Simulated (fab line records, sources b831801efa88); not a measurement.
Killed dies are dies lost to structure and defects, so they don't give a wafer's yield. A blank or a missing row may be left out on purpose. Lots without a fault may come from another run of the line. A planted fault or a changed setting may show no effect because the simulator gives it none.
fab line records | flow sky130
record lots=6 wafers=18 last_day=50
route steps=708 shown METAL5@662 PAD_OPEN@708
lots that met no fault: from a run of the same line without faults
start_h: hours from the record's first day to the start of the lot's first wafer shown | wait_h: hours since the lot's step before | " the same as in the row above | L1.1+2: a row that stands for several wafers | - no value, or no start given | * or withheld: withheld | < > ~ a bound
route shown NAME@n: a module of which the file shows steps, and the number in the route of the first | usual: mean/standard deviation of fault-free wafers | same: alike in all rows | chamber/n: place in a boat | sites: the reading at each site | _std_site: their standard deviation | _edge_site: outer sites' mean less inner sites' | radius_mm: how far each site lies from the wafer's centre | mask NAME#n: copy n | behind: the tool/chamber that last shaped the wafer | hold: why the lot was held/for how many hours/how that ended | device: the transistor (n, p or np) that didn't switch | end of line: the same wafers' tests at the end of the route | a step without rows: its recipe alone | killed: dies lost to structure and defects at the first sort, not the wafer's yield | map: a wafer's dies, x killed, . not, _ none there
set.NAME: the setting as run; set.NAME@STEP: as run at that earlier step | model.NAME: the simulator's own value behind a step, which no gauge read
lots at some steps of the route; a table a step, a row a wafer
services: from which hour (start_h, from the record's first day; less than 0 if before it) a tool's chamber was out of use, for how many hours, and why
## steps
# step SKY_METAL5_SPUTTER_01
# recipe material=TiN target_thk_nm=20 power_w=6500 time_s=16.7 chamber_pressure_pa=0.4
# usual throttle_valve_pct=30.6/1.1
# columns lot.wafer tool chamber start_h wait_h throttle_valve_pct
L172.2 pvd_sputter-01 - 1027.31 0.0 31.5
L172.3 " - " " 32.4
L172.4 " - " " 30.5
L174.1 pvd_sputter-01 - 1035.97 0.0 30.1
L174.5 " - " " 30.7
L174.6 " - " " 30.4
L182.3 pvd_sputter-03 - 1082.11 0.0 30.8
L182.4 " - " " 29.6
L182.5 " - " " 29.3
L184.2 pvd_sputter-01 - 1116.82 0.0 30.3
L184.3 " - " " 31.0
L184.4 " - " " 32.2
L188.1 pvd_sputter-02 - 1120.92 0.0 29.4
L188.2 " - " " 31.4
L188.3 " - " " 31.9
L191.2 pvd_sputter-03 - 1153.56 0.0 29.4
L191.3 " - " " 30.9
L191.4 " - " " 29.3
# step SKY_METAL5_SPUTTER_02
# recipe material=AlCu target_thk_nm=1150 power_w=10600 time_s=61.2 chamber_pressure_pa=0.4
# step SKY_METAL5_SPUTTER_03
# recipe material=Ti target_thk_nm=5 power_w=3000 time_s=3.3 chamber_pressure_pa=0.4
# usual throttle_valve_pct=30.7/1.1
# columns lot.wafer tool chamber start_h wait_h throttle_valve_pct
L172.2 pvd_sputter-01 - 1027.38 0.0 31.3
L172.3 " - " " 32.4
L172.4 " - " " 30.3
L174.1 pvd_sputter-01 - 1036.05 0.0 30.4
L174.5 " - " " 30.5
L174.6 " - " " 30.4
L182.3 pvd_sputter-03 - 1082.19 0.0 31.2
L182.4 " - " " 29.6
L182.5 " - " " 29.2
L184.2 pvd_sputter-01 - 1116.90 0.0 30.1
L184.3 " - " " 31.2
L184.4 " - " " 32.4
L188.1 pvd_sputter-02 - 1121.00 0.0 29.2
L188.2 " - " " 31.7
L188.3 " - " " 31.9
L191.2 pvd_sputter-03 - 1153.64 0.0 29.0
L191.3 " - " " 31.0
L191.4 " - " " 29.2
# step SKY_METAL5_SPUTTER_04
# recipe material=TiN target_thk_nm=70 power_w=6500 time_s=58.3 chamber_pressure_pa=0.4
# usual throttle_valve_pct=30.7/1.1
# columns lot.wafer tool chamber start_h wait_h throttle_valve_pct
L172.2 pvd_sputter-01 - 1027.40 0.0 30.8
L172.3 " - " " 32.5
L172.4 " - " " 30.2
L174.1 pvd_sputter-01 - 1036.06 0.0 30.3
L174.5 " - " " 30.6
L174.6 " - " " 30.3
L182.3 pvd_sputter-03 - 1082.21 0.0 30.8
L182.4 " - " " 29.8
L182.5 " - " " 29.3
L184.2 pvd_sputter-01 - 1116.91 0.0 30.6
L184.3 " - " " 31.1
L184.4 " - " " 32.3
L188.1 pvd_sputter-02 - 1121.02 0.0 29.8
L188.2 " - " " 31.7
L188.3 " - " " 31.7
L191.2 pvd_sputter-03 - 1153.66 0.0 29.3
L191.3 " - " " 30.9
L191.4 " - " " 29.2
# step SKY_METAL5_RS_MEAS_05
# recipe thk_meas_gauge=four-point-probe reads=TiN_of_METAL5_SPUTTER_04+Ti_of_METAL5_SPUTTER_03+AlCu_of_METAL5_SPUTTER_02+TiN_of_METAL5_SPUTTER_01+Ti_of_METAL5_SPUTTER_00
# usual METAL5_ALCU_RS=0.02706/0.00026
# columns lot.wafer tool chamber start_h wait_h METAL5_ALCU_RS[ohm/sq]
L172.2 film_metro-04 - 1027.47 0.0 0.02707
L172.3 " - " " 0.02722
L172.4 " - " " 0.02722
L174.1 film_metro-03 - 1036.11 0.0 0.02677
L174.5 " - " " 0.02687
L174.6 " - " " 0.02673
L182.3 film_metro-01 - 1082.30 0.1 0.02718
L182.4 " - " " 0.02712
L182.5 " - " " 0.02736
L184.2 film_metro-01 - 1116.98 0.0 0.02731
L184.3 " - " " 0.0274
L184.4 " - " " 0.02726
L188.1 film_metro-03 - 1121.06 0.0 0.02721
L188.2 " - " " 0.02697
L188.3 " - " " 0.0271
L191.2 film_metro-04 - 1153.73 0.0 0.02684
L191.3 " - " " 0.02681
L191.4 " - " " 0.02665
# step SKY_METAL5_THK_MEAS_06
# recipe thk_meas_gauge=xrf reads=AlCu_of_METAL5_SPUTTER_02
# usual METAL5_ALCU_THK=1129/14
# columns lot.wafer tool chamber start_h wait_h METAL5_ALCU_THK[nm]
L172.2 film_metro-04 - 1027.58 0.1 1136
L172.3 " - " " 1125
L172.4 " - " " 1129
L174.1 film_metro-03 - 1036.23 0.1 1135
L174.5 " - " " 1134
L174.6 " - " " 1142
L182.3 film_metro-01 - 1082.40 0.1 1126
L182.4 " - " " 1121
L182.5 " - " " 1115
L184.2 film_metro-01 - 1117.09 0.1 1102
L184.3 " - " " 1106
L184.4 " - " " 1113
L188.1 film_metro-03 - 1121.18 0.1 1110
L188.2 " - " " 1110
L188.3 " - " " 1115
L191.2 film_metro-04 - 1153.84 0.1 1147
L191.3 " - " " 1149
L191.4 " - " " 1155
# step SKY_METAL5_DEHYDRATE_07
# recipe temp_c=200 time_s=60
# step SKY_METAL5_HMDS_08
# recipe prime_time_s=60 prime_temp_c=120
# step SKY_METAL5_COAT_09
# recipe resist=NOVOLAK spin_rpm=3000 resist_thk_nm=1800
# step SKY_METAL5_SOFTBAKE_10
# recipe temp_c=90 time_s=60 resist=NOVOLAK
# step SKY_METAL5_EXPOSE_11
# recipe mask_id=MM5 na=0.6 source_shape=conventional sigma_outer=0.6 polarization=unpolarized target_cd_nm=1600 dose_mj=190
# step SKY_METAL5_PEB_12
# recipe temp_c=withheld time_s=* resist=NOVOLAK
# step SKY_METAL5_DEVELOP_13
# recipe resist=NOVOLAK developer=TMAH develop_time_s=60 dev_temp_c=22.59
# columns lot.wafer tool chamber start_h wait_h model.METAL5.cd_nm
L172.2 litho_track-03 0 1050.21 0.1 1603
L172.3 " 0 " " 1601
L172.4 " 0 " " 1600
L174.1+5 litho_track-01 0 1057.44 0.1 1599
L174.6 " 0 " " 1598
L182.3 litho_track-01 0 1103.04 0.1 1683
L182.4 " 0 " " 1685
L182.5 " 0 " " 1686
L184.2+3 litho_track-01 0 1135.72 0.1 1683
L184.4 " 0 " " 1684
L188.1+2 litho_track-03 0 1140.63 0.1 1600
L188.3 " 0 " " 1602
L191.2 litho_track-03 0 1170.11 0.1 1600
L191.3 " 0 " " 1597
L191.4 " 0 " " 1599
# step SKY_METAL5_DESCUM_14
# recipe chemistry=O2 source_power_w=150 bias_power_w=0 pressure_mtorr=10 temp_c=40 time_s=11
# usual drypump_motor_current_A=5.8/0.4 oes_product_au=0.999/0.0087
# columns lot.wafer tool chamber start_h wait_h drypump_motor_current_A oes_product_au rf_hours_counter_h
L172.2 rie_metal-02 1 1050.34 0.1 5.9 0.991 -
L172.3 " 1 " " 6.0 0.992 -
L172.4 " 1 " " 6.0 0.994 -
L174.1 rie_metal-02 0 1057.59 0.1 5.1 1.004 0
L174.5 " 0 " " 5.0 1.002 -
L174.6 " 1 " " 6.0 1.006 -
L182.3 rie_metal-03 0 1103.15 0.1 5.9 0.997 -
L182.4 " 1 " " 5.4 0.993 -
L182.5 " 0 " " 5.9 0.996 -
L184.2 rie_metal-04 1 1135.84 0.1 5.4 0.979 16
L184.3 " 0 " " 6.3 1.005 -
L184.4 " 1 " " 5.4 0.994 -
L188.1 rie_metal-03 0 1140.78 0.1 6.0 1.007 15
L188.2 " 1 " " 5.4 0.994 22
L188.3 " 1 " " 5.4 0.987 -
L191.2 rie_metal-02 0 1170.23 0.1 5.1 1.007 11
L191.3 " 1 " " 6.0 1.001 -
L191.4 " 0 " " 5.1 1.013 -
# step SKY_METAL5_METAL_ETCH_15
# recipe target_depth_a=12600 stop_on=SiO2 over_etch_frac=0.2 time_s=252 chemistry=Cl2/BCl3 resist_sidewall_deg=86 pressure_mtorr=10 icp_w=900 bias_w=48.5 Cl2_flow_sccm=60 bcl3_flow_sccm=30
# usual drypump_motor_current_A=5.8/0.4 oes_product_au=0.894/0.0052 throttle_valve_pct=22.263/0.0092
# columns lot.wafer tool chamber start_h wait_h drypump_motor_current_A oes_product_au rf_hours_counter_h throttle_valve_pct model.METAL5.cd_nm
L172.2 rie_metal-02 1 1050.48 0.1 5.9 0.889 - 22.274 1601
L172.3 " 1 " " 6.0 0.896 - 22.253 1601
L172.4 " 1 " " 5.9 0.892 - 22.252 1598
L174.1 rie_metal-02 0 1057.62 0.0 5.1 0.898 0 22.277 1606
L174.5 " 0 " " 5.1 0.887 - 22.261 1601
L174.6 " 1 " " 5.9 0.890 - 22.270 1599
L182.3 rie_metal-03 0 1103.25 0.1 6.0 0.898 - 22.273 1686
L182.4 " 1 " " 5.4 0.890 - 22.249 1687
L182.5 " 0 " " 5.9 0.894 - 22.258 1687
L184.2 rie_metal-04 1 1135.88 0.0 5.4 0.900 16 22.258 1687
L184.3 " 0 " " 6.3 0.900 - 22.266 1691
L184.4 " 1 " " 5.4 0.892 - 22.270 1685
L188.1 rie_metal-03 0 1140.82 0.0 5.9 0.889 15 22.271 1600
L188.2 " 1 " " 5.4 0.904 22 22.273 1598
L188.3 " 1 " " 5.4 0.888 - 22.276 1605
L191.2 rie_metal-02 0 1170.27 0.0 5.1 0.910 11 22.271 1600
L191.3 " 1 " " 5.9 0.888 - 22.250 1603
L191.4 " 0 " " 5.1 0.892 - 22.271 1603
# step SKY_METAL5_STRIP_16
# recipe chemistry=O2/N2 power_w=1400 pressure_mtorr=1500 platen_temp_c=withheld o2_flow_sccm=3000 n2_flow_sccm=300 overash_fraction=0.5
# usual drypump_motor_current_A=6.0/0.36 oes_product_au=0.711/0.0048 strip_time_to_endpoint_s=13.08/0.11
# columns lot.wafer tool chamber start_h wait_h drypump_motor_current_A oes_product_au rf_hours_counter_h strip_time_to_endpoint_s
L172.2 plasma_asher-04 1 1050.87 0.3 6.2 0.715 60 13.22
L172.3 " 0 " " 6.2 0.706 - 13.11
L172.4 " 1 " " 6.2 0.716 - 12.97
L174.1 plasma_asher-01 0 1057.86 0.2 5.4 0.711 30 13.03
L174.5 " 1 " " 5.9 0.704 - 13.08
L174.6 " 0 " " 5.3 0.712 - 13.21
L182.3 plasma_asher-03 0 1103.44 0.1 6.5 0.711 - 13.00
L182.4 " 1 " " 6.0 0.715 - 13.14
L182.5 " 0 " " 6.5 0.709 - 13.08
L184.2 plasma_asher-03 0 1136.11 0.2 6.5 0.709 7 13.13
L184.3 " 0 " " 6.5 0.716 - 12.95
L184.4 " 1 " " 5.9 0.715 - 13.11
L188.1 plasma_asher-04 1 1141.05 0.2 6.2 0.700 69 12.92
L188.2 " 0 " " 6.2 0.721 69 13.17
L188.3 " 1 " " 6.2 0.720 - 13.21
L191.2 plasma_asher-04 1 1170.50 0.2 6.2 0.710 72 12.90
L191.3 " 0 " " 6.2 0.707 - 13.08
L191.4 " 1 " " 6.2 0.713 - 13.09
# step SKY_PAD_OPEN_PROBE_99
# usual defect_limited_yield=82.5/2.1 killed_at_M0_to_M3=43/6.8 killed_at_M4_up=3.2/1.7 killed_at_contacts=24/5.6 killed_at_front_end=15/4.7 killed_at_other=0.3/0.59 killed_dies=86/10 killed_open=47/6.8 killed_short=39/6.4 sort_bin_3_pad_short=0.9/0.42 sort_bin_5_function=10.5/1.6 sort_bin_6_memory=6.2/1.1 sort_n_pass=406/10 sort_yield_pct=82.5/2.1
# same gross_dies=492 killed_at_back_side=0 sort_bin_4_leakage[%]=0 sort_bin_8_speed[%]=0
# columns lot.wafer tool chamber start_h wait_h defect_limited_yield[%] killed_at_M0_to_M3 killed_at_M4_up killed_at_contacts killed_at_front_end killed_at_other killed_dies killed_open killed_short sort_bin_3_pad_short[%] sort_bin_5_function[%] sort_bin_6_memory[%] sort_n_pass sort_yield_pct[%] model.etest.met5.width_nm model.etest.met5.line_ohm_um
L172.2 prober-01 - 1096.95 0.1 79.5 44 5 33 19 0 101 58 43 0.8 12.8 6.9 391 79.5 1599 0.01691
L172.3 prober-01 - 1097.00 0.2 84.6 42 1 18 15 0 76 41 35 1.2 8.5 5.7 416 84.6 1600 0.01709
L172.4 prober-01 - 1097.05 0.2 80.3 48 4 20 25 0 97 46 50 0.8 11.6 7.3 395 80.3 1598 0.01699
L174.1 prober-02 - 1103.96 0.1 78.0 47 7 30 24 0 108 61 47 0.8 14.0 7.1 384 78.0 1607 0.01661
L174.5 prober-02 - 1104.16 0.2 83.1 44 2 24 13 0 83 41 42 1.2 8.1 7.5 409 83.1 1603 0.01657
L174.6 prober-02 - 1104.21 0.2 82.9 41 2 26 15 0 84 49 35 1.0 10.2 5.9 408 82.9 1600 0.01686
L182.3 prober-02 - 1145.41 0.2 84.1 40 0 29 9 0 78 42 36 1.0 10.4 4.5 414 84.1 1687 0.0162
L182.4 prober-02 - 1145.46 0.2 82.7 50 1 23 11 0 85 52 33 0.2 11.6 5.5 407 82.7 1689 0.01616
L182.5 prober-02 - 1145.51 0.2 83.9 45 5 16 13 0 79 36 43 1.0 8.7 6.3 413 83.9 1688 0.01646
L184.2 prober-01 - 1173.58 0.1 85.2 38 1 23 11 0 73 36 37 0.8 6.1 7.9 419 85.2 1686 0.01635
L184.3 prober-01 - 1173.63 0.2 83.3 43 5 24 10 0 82 45 37 0.2 10.8 5.7 410 83.3 1690 0.01637
L184.4 prober-01 - 1173.68 0.2 82.3 45 3 24 15 0 87 44 43 0.8 12.0 4.9 405 82.3 1688 0.01623
L188.1 prober-02 - 1180.56 0.1 83.3 43 2 20 16 1 82 36 45 1.0 9.6 6.1 410 83.3 1599 0.017
L188.2 prober-02 - 1180.61 0.1 87.4 29 2 14 17 0 62 29 33 1.2 7.5 3.9 430 87.4 1600 0.01689
L188.3 prober-02 - 1180.66 0.2 82.3 39 3 31 14 0 87 44 43 1.6 9.8 6.3 405 82.3 1602 0.01707
L191.2 prober-02 - 1206.16 0.1 83.9 43 3 23 10 0 79 38 41 0.6 9.6 5.9 413 83.9 1598 0.01682
L191.3 prober-02 - 1206.21 0.2 79.1 48 2 30 22 1 103 57 46 1.6 13.2 6.1 389 79.1 1603 0.0169
L191.4 prober-02 - 1206.26 0.2 84.1 39 1 28 9 1 78 53 25 0.8 10.0 5.1 414 84.1 1605 0.0166
# killed by level:class
L172.2 CONTACT:geometric_particle:open=16 VIA1:geometric_particle:open=8 LI_CONTACT:geometric_particle:open=7 FIELD_ISO:geometric_particle:short=6 CONTACT:geometric_particle:short=6 VIA3:geometric_particle:open=6 METAL1:geometric_particle:short=5 VIA1:geometric_particle:short=5
L172.3 VIA1:geometric_particle:open=15 FIELD_ISO:geometric_particle:open=6 LI_CONTACT:geometric_particle:open=6 CONTACT:geometric_particle:open=6 POLY_GATE:geometric_particle:short=5 METAL1:geometric_particle:short=5 VIA2:geometric_particle:short=5 VIA3:geometric_particle:short=4
L172.4 FIELD_ISO:geometric_particle:short=9 VIA3:geometric_particle:open=8 VIA2:geometric_particle:open=7 CONTACT:geometric_particle:short=7 CONTACT:geometric_particle:open=7 METAL1:geometric_particle:short=7 METAL2:geometric_particle:short=7 VIA1:geometric_particle:open=6
L174.1 CONTACT:geometric_particle:open=11 VIA1:geometric_particle:open=11 VIA2:geometric_particle:open=8 VIA3:geometric_particle:open=6 LI_CONTACT:geometric_particle:open=6 LOCAL_INTERCONNECT:geometric_particle:short=6 VIA1:geometric_particle:short=6 FIELD_ISO:geometric_particle:short=5
L174.5 CONTACT:geometric_particle:open=13 METAL1:geometric_particle:short=9 VIA1:geometric_particle:open=8 METAL2:geometric_particle:short=6 VIA2:geometric_particle:short=5 FIELD_ISO:geometric_particle:short=4 POLY_GATE:geometric_particle:open=4 LI_CONTACT:geometric_particle:open=4
L174.6 VIA1:geometric_particle:open=9 CONTACT:geometric_particle:open=9 LI_CONTACT:geometric_particle:open=7 VIA1:geometric_particle:short=6 METAL1:geometric_particle:short=5 METAL2:geometric_particle:short=5 FIELD_ISO:geometric_particle:open=4 VIA2:geometric_particle:short=4
L182.3 CONTACT:geometric_particle:open=11 CONTACT:geometric_particle:short=9 VIA3:geometric_particle:open=9 VIA1:geometric_particle:open=8 LI_CONTACT:geometric_particle:open=5 METAL1:geometric_particle:short=4 VIA2:geometric_particle:open=4 VIA2:geometric_particle:short=4
L182.4 VIA1:geometric_particle:open=15 CONTACT:geometric_particle:open=9 VIA2:geometric_particle:open=8 VIA1:geometric_particle:short=6 VIA3:geometric_particle:open=6 VIA3:geometric_particle:short=5 FIELD_ISO:geometric_particle:open=4 FIELD_ISO:geometric_particle:short=4
L182.5 VIA2:geometric_particle:open=8 VIA3:geometric_particle:open=7 FIELD_ISO:geometric_particle:short=6 VIA3:geometric_particle:short=6 CONTACT:geometric_particle:short=5 METAL1:geometric_particle:short=5 VIA1:geometric_particle:open=5 LOCAL_INTERCONNECT:geometric_particle:short=4
L184.2 VIA1:geometric_particle:open=8 CONTACT:geometric_particle:open=8 METAL1:geometric_particle:short=6 VIA1:geometric_particle:short=6 METAL2:geometric_particle:short=6 CONTACT:geometric_particle:short=5 LOCAL_INTERCONNECT:geometric_particle:short=5 FIELD_ISO:geometric_particle:short=4
L184.3 CONTACT:geometric_particle:open=12 VIA2:geometric_particle:open=9 METAL2:geometric_particle:short=7 VIA3:geometric_particle:open=6 VIA1:geometric_particle:open=6 FIELD_ISO:geometric_particle:short=4 LI_CONTACT:geometric_particle:open=4 LOCAL_INTERCONNECT:geometric_particle:short=4
L184.4 VIA1:geometric_particle:open=10 CONTACT:geometric_particle:open=7 VIA2:geometric_particle:open=7 LI_CONTACT:geometric_particle:open=6 METAL1:geometric_particle:short=6 FIELD_ISO:geometric_particle:open=5 POLY_GATE:geometric_particle:short=5 VIA3:geometric_particle:open=5
L188.1 METAL2:geometric_particle:short=10 CONTACT:geometric_particle:open=8 VIA1:geometric_particle:open=8 VIA3:geometric_particle:open=8 FIELD_ISO:geometric_particle:short=4 POLY_GATE:geometric_particle:short=4 LI_CONTACT:geometric_particle:short=4 VIA2:geometric_particle:open=4
L188.2 VIA1:geometric_particle:open=7 METAL2:geometric_particle:short=5 FIELD_ISO:geometric_particle:short=4 LI_CONTACT:geometric_particle:open=4 METAL1:geometric_particle:short=4 POLY_GATE:geometric_particle:open=3 POLY_GATE:geometric_particle:short=3 CONTACT:geometric_particle:open=3
L188.3 CONTACT:geometric_particle:open=9 LI_CONTACT:geometric_particle:open=8 POLY_GATE:geometric_particle:short=6 LI_CONTACT:geometric_particle:short=6 VIA3:geometric_particle:open=6 VIA1:geometric_particle:short=5 VIA3:geometric_particle:short=5 LOCAL_INTERCONNECT:geometric_particle:short=4
L191.2 LI_CONTACT:geometric_particle:open=8 CONTACT:geometric_particle:open=8 CONTACT:geometric_particle:short=7 VIA2:geometric_particle:open=7 METAL2:geometric_particle:short=6 VIA3:geometric_particle:short=6 VIA3:geometric_particle:open=6 METAL1:geometric_particle:short=5
L191.3 VIA3:geometric_particle:open=10 VIA2:geometric_particle:open=9 LI_CONTACT:geometric_particle:open=9 VIA1:geometric_particle:open=8 LI_CONTACT:geometric_particle:short=7 POLY_GATE:geometric_particle:open=6 CONTACT:geometric_particle:short=6 CONTACT:geometric_particle:open=5
L191.4 CONTACT:geometric_particle:open=16 VIA1:geometric_particle:open=9 VIA2:geometric_particle:open=7 VIA3:geometric_particle:open=7 LI_CONTACT:geometric_particle:open=6 CONTACT:geometric_particle:short=5 METAL2:geometric_particle:short=4 VIA1:geometric_particle:short=3
## services
# columns tool chamber start_h hours kind
plasma_asher-04 - 1007.02 12.2 pm
rie_metal-04 - 1023.89 2.8 pm
rie_metal-02 0 1026.25 - clean
rie_metal-02 0 1026.25 24.7 scheduled_down
rie_metal-02 0 1026.25 24.7 vent_cycle
pvd_sputter-03 0 1042.15 - consumable_replace:kit
pvd_sputter-03 0 1042.15 18.0 scheduled_down
pvd_sputter-03 0 1042.15 18.0 vent_cycle
plasma_asher-03 - 1045.14 2.0 repair
plasma_asher-03 - 1055.25 9.0 pm
pvd_sputter-03 - 1059.42 3.0 repair
rie_metal-02 0 1070.93 26.7 repair
rie_metal-04 1 1078.22 9.3 repair
plasma_asher-01 - 1097.46 8.4 repair
rie_metal-02 1 1101.87 - clean
rie_metal-02 1 1101.87 32.4 scheduled_down
rie_metal-02 1 1101.87 32.4 vent_cycle
pvd_sputter-02 - 1108.06 4.8 repair
pvd_sputter-03 - 1113.77 1.7 repair
rie_metal-03 1 1141.47 4.6 repair
rie_metal-03 - 1143.83 2.8 pm
pvd_sputter-01 1 1163.71 - consumable_replace:kit
pvd_sputter-01 1 1163.71 18.0 scheduled_down
pvd_sputter-01 1 1163.71 18.0 vent_cycle
## key
first_sign none at tools or gauges
model_effect step=SKY_METAL5_DEVELOP_13 value=METAL5.cd_nm without=1599 struck=1684
model_effect step=SKY_METAL5_METAL_ETCH_15 value=METAL5.cd_nm without=1602 struck=1687
model_effect step=SKY_PAD_OPEN_PROBE_99 value=etest.met5.width_nm without=1603 struck=1688
met_at SKY_METAL5_DEVELOP_13
struck_wafers L182.3,L182.4,L182.5,L184.2,L184.3,L184.4
onset_between 1057.44 1103.04
fault kind=process_parameter_drift tool=litho_track-01 chamber=- onset_h=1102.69 steps=SKY_METAL5_DEVELOP_13 channel=develop_time_s offset=* shape=step end_h=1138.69 acts_in=* stated=*
